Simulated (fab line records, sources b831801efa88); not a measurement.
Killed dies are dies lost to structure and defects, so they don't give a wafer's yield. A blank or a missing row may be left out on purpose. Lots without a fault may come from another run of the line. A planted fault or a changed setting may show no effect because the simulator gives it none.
Chamber matching | flow sky130 | SKY_FIELD_ISO_CMP_27 on cmp-02: 4 sister chambers
The step polishes, stops on Si3N4, t overpolish 16 s, target thk 457.8 nm. 4 wafers are shown with their chamber, then 8 later ones without.

WAFERS WITH THEIR CHAMBER
wafer  | chamber | motor_current_A (A)
L744.4 | 3       | 9.9
L745.1 | 2       | 11.1
L745.6 | 1       | 12.2
L748.1 | 0       | 13.2

WAFERS WITHOUT THEIR CHAMBER
wafer  | motor_current_A (A)
L748.3 | 12.2
L748.5 | 11.5
L757.1 | 11.9
L757.3 | 11.4
L757.4 | 10.5
L759.1 | 12.2
L759.3 | 10.3
L759.6 | 12.6

WHICH CHAMBER EACH WENT THROUGH
wafer  | from the rows above     | in truth
L748.3 | 1                       | 1
L748.5 | can't be placed: 2 or 1 | 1
L757.1 | can't be placed: 1 or 2 | 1
L757.3 | can't be placed: 2 or 1 | 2
L757.4 | can't be placed: 2 or 3 | 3
L759.1 | 1                       | 1
L759.3 | can't be placed: 3 or 2 | 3
L759.6 | can't be placed: 1 or 0 | 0
Placed correctly: 2 of 8. Can't be placed from these rows: 6 (the true chamber is among the candidates in 6). Placed wrongly: 0.
How it was worked out, from the rows above alone: a wafer's distance from a chamber is the root of the sum, over the readings, of the square of ((its reading less the chamber's mean) divided by the reading's scatter). The wafer belongs to the nearest chamber; if the next one is less than 2 further off, it can't be placed. A chamber's mean is the mean of its shown wafers. The scatter: with one shown wafer a chamber, the root of the mean of the squares of how far each hidden wafer lies from its nearest shown one.
